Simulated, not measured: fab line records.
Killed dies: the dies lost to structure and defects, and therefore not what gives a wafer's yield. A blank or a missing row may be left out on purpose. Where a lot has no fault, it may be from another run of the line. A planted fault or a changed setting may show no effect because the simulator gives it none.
fab line records ; flow sky130
[record] lots = 12; wafers = 36; last-day = 50
route steps=708 shown RES_PROTECT@214 LDD_N@253 LDD_P@262
lots with no fault: from the same line, run without faults
start-h: start of the lot's first displayed wafer, in hours after the record's first day ; wait-h: hours from the lot's prior step to this one ; " unchanged from the row above ; L1.1+2: one row covering several wafers at once ; - either no value or no given start ; * or withheld: withheld ; < > ~ a bound
route shown NAME@n: names a module that has steps shown in the file, with the first one's number in the route ; usual: mean/standard deviation taken from wafers without a fault ; same: alike in all rows ; chamber/n: place in a boat ; sites: the reading at each site ; _std_site: their standard deviation ; _edge_site: the outer-site mean with the inner-site mean subtracted ; radius-mm: for every site, how far away it sits from the centre of the wafer ; mask NAME#n: copy n ; behind: tool/chamber where the wafer was last shaped ; hold: reason for holding the lot/hours on hold/outcome of the hold ; device: names the non-switching transistor (n, p or np) ; end of line: tests of these same wafers at the route's end ; a step with no rows: only its recipe ; killed: count of dies lost to structure and defects at first sort (not the wafer's yield) ; map: a wafer's dies, marking killed ones x, the rest . and places with no die _
set.NAME: the setting the step ran with; set.NAME@STEP: the setting that earlier step ran with ; model.NAME: the simulator's own value behind a step, which no gauge read
steps of the route over a sample of lots; a table a step, a row a wafer
services: the hour from which a tool's chamber was out of use, counted from the record's first day as start-h (under 0 if before that day), plus the number of hours and why
[[steps]]
[step SKY_RES_PROTECT_STRIP_07]
[recipe] chemistry = O2/N2; power-w = 1400; pressure-mtorr = 1500; platen-temp-c = withheld; o2-flow-sccm = 3000; n2-flow-sccm = 300; overash-fraction = 0.5
[usual] drypump-motor-current-A = 5.7/0.37; oes-product-au = 0.518/0.0043; strip-time-to-endpoint-s = 23.29/0.047
lot.wafer;tool;chamber;start-h;wait-h;drypump-motor-current-A;oes-product-au;rf-hours-counter-h;strip-time-to-endpoint-s
L824.1;plasma-asher-01;1;334.47;0.1;5.6;0.517;21;23.35
L824.3;plasma-asher-01;1;334.47;0.1;5.6;0.517;-;23.37
L824.6;plasma-asher-01;0;334.47;0.1;6.1;0.520;-;23.36
L825.2;plasma-asher-03;1;339.02;0.1;5.4;0.529;63;23.26
L825.3;plasma-asher-03;0;339.02;0.1;6.0;0.515;-;23.28
L825.6;plasma-asher-03;0;339.02;0.1;6.0;0.524;-;23.29
L826.2;plasma-asher-01;1;350.87;0.1;5.6;0.517;23;23.18
L826.4;plasma-asher-01;0;350.87;0.1;6.1;0.515;-;23.24
L826.6;plasma-asher-01;0;350.87;0.1;6.2;0.522;-;23.21
L827.2;plasma-asher-03;1;362.12;0.1;5.4;0.518;66;23.30
L827.4;plasma-asher-03;1;362.12;0.1;5.4;0.509;-;23.27
L827.6;plasma-asher-03;1;362.12;0.1;5.4;0.514;-;23.22
L830.2;plasma-asher-01;0;395.17;0.1;6.1;0.517;27;23.31
L830.5;plasma-asher-01;0;395.17;0.1;6.1;0.523;-;23.32
L830.6;plasma-asher-01;1;395.17;0.1;5.6;0.525;-;23.30
L833.1;plasma-asher-03;1;420.62;0.1;5.4;0.517;71;23.20
L833.2;plasma-asher-03;0;420.62;0.1;6.0;0.520;71;23.21
L833.6;plasma-asher-03;1;420.62;0.1;5.4;0.513;-;23.24
L834.1;plasma-asher-03;0;424.67;0.1;6.0;0.517;72;23.22
L834.2;plasma-asher-03;1;424.67;0.1;5.4;0.521;72;23.27
L834.3;plasma-asher-03;1;424.67;0.1;5.4;0.519;-;23.25
L839.1;plasma-asher-03;0;479.99;0.1;6.0;0.519;77;23.33
L839.3;plasma-asher-03;1;479.99;0.1;5.5;0.518;-;23.29
L839.5;plasma-asher-03;1;479.99;0.1;5.4;0.514;-;23.27
L841.2;plasma-asher-01;1;500.94;0.1;5.6;0.519;38;23.27
L841.3;plasma-asher-01;1;500.94;0.1;5.6;0.518;-;23.34
L841.5;plasma-asher-01;0;500.94;0.1;6.1;0.521;-;23.32
L843.2;plasma-asher-02;1;514.37;0.1;4.8;0.513;68;23.33
L843.5;plasma-asher-02;1;514.37;0.1;4.8;0.518;-;23.36
L843.6;plasma-asher-02;0;514.37;0.1;5.7;0.518;-;23.36
L847.1;plasma-asher-03;0;530.54;0.1;6.0;0.529;83;23.38
L847.3;plasma-asher-03;1;530.54;0.1;5.4;0.515;-;23.35
L847.6;plasma-asher-03;1;530.54;0.1;5.4;0.520;-;23.32
L846.1;plasma-asher-03;0;537.07;0.1;6.0;0.520;83;23.30
L846.5;plasma-asher-03;1;537.07;0.1;5.4;0.517;-;23.30
L846.6;plasma-asher-03;0;537.07;0.1;6.0;0.522;-;23.30
[step SKY_LDD_N_STRIP_16]
[recipe] chemistry = O2/N2; power-w = 1400; pressure-mtorr = 1500; platen-temp-c = withheld; o2-flow-sccm = 3000; n2-flow-sccm = 300; overash-fraction = 0.5
[usual] drypump-motor-current-A = 5.5/0.5; oes-product-au = 0.407/0.0047; strip-time-to-endpoint-s = 4.314/0.017
lot.wafer;tool;chamber;start-h;wait-h;drypump-motor-current-A;oes-product-au;rf-hours-counter-h;strip-time-to-endpoint-s
L824.1;plasma-asher-04;0;396.56;0.1;6.1;0.408;72;4.314
L824.3;plasma-asher-04;0;396.56;0.1;6.2;0.415;-;4.325
L824.6;plasma-asher-04;1;396.56;0.1;5.5;0.405;-;4.295
L825.2;plasma-asher-04;0;403.16;0.1;6.1;0.406;73;4.308
L825.3;plasma-asher-04;1;403.16;0.1;5.5;0.405;-;4.328
L825.6;plasma-asher-04;0;403.16;0.1;6.2;0.407;-;4.327
L826.2;plasma-asher-02;1;412.98;0.1;4.8;0.405;57;4.319
L826.4;plasma-asher-02;0;412.98;0.1;5.8;0.404;-;4.313
L826.6;plasma-asher-02;0;412.98;0.1;5.8;0.415;-;4.329
L827.2;plasma-asher-02;1;429.41;0.1;4.8;0.406;59;4.322
L827.4;plasma-asher-02;0;429.41;0.1;5.8;0.407;-;4.321
L827.6;plasma-asher-02;1;429.41;0.1;4.8;0.406;-;4.315
L830.2;plasma-asher-02;0;461.16;0.1;5.8;0.420;62;4.326
L830.5;plasma-asher-02;1;461.16;0.1;4.8;0.412;-;4.336
L830.6;plasma-asher-02;0;461.16;0.1;5.8;0.413;-;4.334
L833.1;plasma-asher-01;0;486.91;0.1;6.1;0.411;36;4.333
L833.2;plasma-asher-01;1;486.91;0.1;5.6;0.413;36;4.321
L833.6;plasma-asher-01;0;486.91;0.1;6.1;0.400;-;4.329
L834.1;plasma-asher-04;0;492.38;0.1;6.2;0.414;6;4.286
L834.2;plasma-asher-04;1;492.38;0.1;5.5;0.406;6;4.318
L834.3;plasma-asher-04;1;492.38;0.1;5.5;0.403;-;4.317
L839.1;plasma-asher-02;0;547.06;0.1;5.8;0.414;71;4.304
L839.3;plasma-asher-02;0;547.06;0.1;5.8;0.401;-;4.297
L839.5;plasma-asher-02;1;547.06;0.1;4.8;0.410;-;4.309
L841.2;plasma-asher-02;0;569.11;0.1;5.7;0.416;73;4.294
L841.3;plasma-asher-02;0;569.11;0.1;5.8;0.420;-;4.306
L841.5;plasma-asher-02;0;569.11;0.1;5.8;0.408;-;4.325
L843.2;plasma-asher-02;0;579.93;0.1;5.8;0.407;74;4.300
L843.5;plasma-asher-02;1;579.93;0.1;4.8;0.404;-;4.287
L843.6;plasma-asher-02;0;579.93;0.1;5.8;0.409;-;4.310
L847.1;plasma-asher-01;1;597.01;0.1;5.5;0.412;48;4.320
L847.3;plasma-asher-01;1;597.01;0.1;5.5;0.407;-;4.314
L847.6;plasma-asher-01;1;597.01;0.1;5.6;0.412;-;4.327
L846.1;plasma-asher-02;0;602.91;0.1;5.8;0.405;76;4.316
L846.5;plasma-asher-02;1;602.91;0.1;4.8;0.399;-;4.328
L846.6;plasma-asher-02;0;602.91;0.1;5.7;0.412;-;4.331
[step SKY_LDD_P_CD_MEAS_07]
[recipe] target-cd-nm = 380
[usual] cd-nm = 380.2/2.6
lot.wafer;tool;chamber;start-h;wait-h;cd-nm
L824.1;cd-sem-02;-;426.40;0.1;377.9
L824.3;cd-sem-02;-;426.40;0.1;378.1
L824.6;cd-sem-02;-;426.40;0.1;378.4
L825.2;cd-sem-01;-;433.57;0.1;379.7
L825.3;cd-sem-01;-;433.57;0.1;377.5
L825.6;cd-sem-01;-;433.57;0.1;377.6
L826.2;cd-sem-02;-;443.87;0.1;383.0
L826.4;cd-sem-02;-;443.87;0.1;383.7
L826.6;cd-sem-02;-;443.87;0.1;381.2
L827.2;cd-sem-01;-;460.67;0.2;381.1
L827.4;cd-sem-01;-;460.67;0.2;380.8
L827.6;cd-sem-01;-;460.67;0.2;382.4
L830.2;cd-sem-02;-;492.36;0.1;378.1
L830.5;cd-sem-02;-;492.36;0.1;378.7
L830.6;cd-sem-02;-;492.36;0.1;380.4
L833.1;cd-sem-01;-;517.65;0.1;374.9
L833.2;cd-sem-01;-;517.65;0.1;376.1
L833.6;cd-sem-01;-;517.65;0.1;375.1
L834.1;cd-sem-02;-;522.49;0.1;386.9
L834.2;cd-sem-02;-;522.49;0.1;386.2
L834.3;cd-sem-02;-;522.49;0.1;384.0
L839.1;cd-sem-01;-;576.67;0.1;378.5
L839.3;cd-sem-01;-;576.67;0.1;381.8
L839.5;cd-sem-01;-;576.67;0.1;380.2
L841.2;cd-sem-01;-;598.71;0.1;381.0
L841.3;cd-sem-01;-;598.71;0.1;381.1
L841.5;cd-sem-01;-;598.71;0.1;379.3
L843.2;cd-sem-01;-;609.27;0.1;375.4
L843.5;cd-sem-01;-;609.27;0.1;378.1
L843.6;cd-sem-01;-;609.27;0.1;378.3
L847.1;cd-sem-01;-;625.99;0.1;380.8
L847.3;cd-sem-01;-;625.99;0.1;382.0
L847.6;cd-sem-01;-;625.99;0.1;380.6
L846.1;cd-sem-01;-;631.77;0.1;380.9
L846.5;cd-sem-01;-;631.77;0.1;378.5
L846.6;cd-sem-01;-;631.77;0.1;378.2
[step SKY_LDD_P_IMPLANT_09]
[recipe] species = BF2; energy-kev = 25; dose-cm2 = 1e+13; tilt-deg = withheld
[usual] dose-ions-cm2 = 9.999e+12/1.2e+10; faraday-current-uA = 56.4/1
lot.wafer;tool;chamber;start-h;wait-h;dose-ions-cm2;faraday-current-uA
L824.1;implanter-04;0;426.55;0.0;9.999e+12;56.6
L824.3;implanter-04;0;426.55;0.0;1.0013e+13;56.1
L824.6;implanter-04;0;426.55;0.0;1e+13;55.5
L825.2;implanter-03;0;433.73;0.0;9.984e+12;56.2
L825.3;implanter-03;0;433.73;0.0;1.0001e+13;57.4
L825.6;implanter-03;0;433.73;0.0;9.999e+12;55.0
L826.2;implanter-02;0;444.03;0.0;9.987e+12;57.2
L826.4;implanter-02;0;444.03;0.0;9.992e+12;56.0
L826.6;implanter-02;0;444.03;0.0;9.985e+12;56.3
L827.2;implanter-04;0;460.83;0.0;1e+13;54.8
L827.4;implanter-04;0;460.83;0.0;9.994e+12;55.1
L827.6;implanter-04;0;460.83;0.0;9.982e+12;55.4
L830.2;implanter-02;0;492.52;0.0;1e+13;57.6
L830.5;implanter-02;0;492.52;0.0;9.998e+12;55.4
L830.6;implanter-02;0;492.52;0.0;9.991e+12;57.4
L833.1;implanter-02;0;517.80;0.0;1.0021e+13;56.1
L833.2;implanter-02;0;517.80;0.0;1.0031e+13;56.2
L833.6;implanter-02;0;517.80;0.0;1.0001e+13;57.7
L834.1;implanter-04;0;522.65;0.0;9.999e+12;56.4
L834.2;implanter-04;0;522.65;0.0;9.992e+12;57.4
L834.3;implanter-04;0;522.65;0.0;9.986e+12;55.2
L839.1;implanter-04;0;576.83;0.0;9.164e+12;51.8
L839.3;implanter-04;0;576.83;0.0;9.166e+12;50.1
L839.5;implanter-04;0;576.83;0.0;9.174e+12;52.5
L841.2;implanter-04;0;598.87;0.0;9.187e+12;51.1
L841.3;implanter-04;0;598.87;0.0;9.17e+12;52.5
L841.5;implanter-04;0;598.87;0.0;9.198e+12;50.9
L843.2;implanter-02;0;609.43;0.0;1.0004e+13;56.2
L843.5;implanter-02;0;609.43;0.0;1.0006e+13;53.2
L843.6;implanter-02;0;609.43;0.0;9.991e+12;58.0
L847.1;implanter-02;0;626.15;0.0;1.001e+13;56.5
L847.3;implanter-02;0;626.15;0.0;1.0002e+13;56.1
L847.6;implanter-02;0;626.15;0.0;9.992e+12;55.5
L846.1;implanter-02;0;631.93;0.0;9.998e+12;54.5
L846.5;implanter-02;0;631.93;0.0;1.0002e+13;56.4
L846.6;implanter-02;0;631.93;0.0;1.002e+13;56.9
[step SKY_LDD_P_TW_MEAS_11]
[usual] LDD_P_TW = 636/4.7
lot.wafer;tool;chamber;start-h;wait-h;LDD_P_TW
L824.1;film-metro-04;-;426.80;0.1;629
L824.3;film-metro-04;-;426.80;0.1;632
L824.6;film-metro-04;-;426.80;0.1;633
L825.2;film-metro-04;-;433.96;0.1;631
L825.3;film-metro-04;-;433.96;0.1;631
L825.6;film-metro-04;-;433.96;0.1;630
L826.2;film-metro-04;-;444.26;0.1;633
L826.4;film-metro-04;-;444.26;0.1;631
L826.6;film-metro-04;-;444.26;0.1;633
L827.2;film-metro-03;-;461.07;0.1;639
L827.4;film-metro-03;-;461.07;0.1;638
L827.6;film-metro-03;-;461.07;0.1;639
L830.2;film-metro-04;-;492.76;0.1;638
L830.5;film-metro-04;-;492.76;0.1;636
L830.6;film-metro-04;-;492.76;0.1;632
L833.1;film-metro-04;-;518.05;0.1;635
L833.2;film-metro-04;-;518.05;0.1;633
L833.6;film-metro-04;-;518.05;0.1;634
L834.1;film-metro-04;-;522.90;0.1;633
L834.2;film-metro-04;-;522.90;0.1;632
L834.3;film-metro-04;-;522.90;0.1;631
L839.1;film-metro-02;-;577.08;0.1;623
L839.3;film-metro-02;-;577.08;0.1;628
L839.5;film-metro-02;-;577.08;0.1;626
L841.2;film-metro-04;-;599.11;0.1;620
L841.3;film-metro-04;-;599.11;0.1;617
L841.5;film-metro-04;-;599.11;0.1;618
L843.2;film-metro-03;-;609.66;0.1;637
L843.5;film-metro-03;-;609.66;0.1;635
L843.6;film-metro-03;-;609.66;0.1;633
L847.1;film-metro-04;-;626.40;0.1;629
L847.3;film-metro-04;-;626.40;0.1;626
L847.6;film-metro-04;-;626.40;0.1;628
L846.1;film-metro-04;-;632.18;0.1;623
L846.5;film-metro-04;-;632.18;0.1;626
L846.6;film-metro-04;-;632.18;0.1;627
[[services]]
tool;chamber;start-h;hours;kind
implanter-03;-;324.02;1.6;repair
plasma-asher-02;-;339.43;4.0;repair
implanter-02;-;342.77;3.1;pm
implanter-02;-;365.62;1.9;repair
implanter-03;-;369.92;6.4;repair
plasma-asher-04;-;383.22;0.9;repair
implanter-03;-;385.89;21.6;pm
plasma-asher-04;-;421.25;9.0;pm
plasma-asher-04;0;421.25;9.0;vent-cycle
plasma-asher-04;1;421.25;9.0;vent-cycle
implanter-03;-;429.39;2.2;repair
plasma-asher-04;0;430.25;-;clean
plasma-asher-04;1;430.25;-;clean
implanter-04;-;463.35;10.2;pm
implanter-03;-;475.12;3.2;repair
plasma-asher-01;-;495.33;0.6;repair
plasma-asher-03;-;496.51;2.9;repair
implanter-02;-;497.83;1.9;repair
plasma-asher-04;-;499.67;12.5;repair
implanter-04;-;547.65;1.6;repair
plasma-asher-04;-;554.89;1.1;repair
implanter-03;-;566.84;10.9;pm
implanter-02;-;588.67;0.7;repair
plasma-asher-02;-;600.78;2.1;repair
[[key]]
[first-sign] step = SKY_LDD_P_IMPLANT_09; reading = dose-ions-cm2; direction = down; sigmas = 68; usual = *; struck = *
[effect] step = SKY_LDD_P_IMPLANT_09; reading = faraday-current-uA; direction = down; sigmas = 4.7; usual = 56.4; struck = 51.5
[effect] step = SKY_LDD_P_TW_MEAS_11; reading = LDD_P_TW; direction = down; sigmas = 3; usual = 636; struck = 622
met-at SKY_LDD_P_IMPLANT_09
struck-lots L839,L841
tester-left-out L839,L841
not-acting-at SKY_RES_PROTECT_STRIP_07,SKY_LDD_N_STRIP_16,SKY_LDD_P_CD_MEAS_07
onset-between 522.65 576.83
[fault] kind = process-parameter-drift; tool = implanter-04; chamber = -; onset-h = 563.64; steps = SKY_LDD_P_IMPLANT_09; channel = dose-cm2; offset = *; shape = step; end-h = 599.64; acts-in = *; stated = *
// tester-left-out: of these lots the tester's yield and bins aren't shown, on N5 and GAA mostly nor the transistor test; their killed dies are dies lost to structure and defects alone, not to doping, threshold or leakage, so they don't give the yield
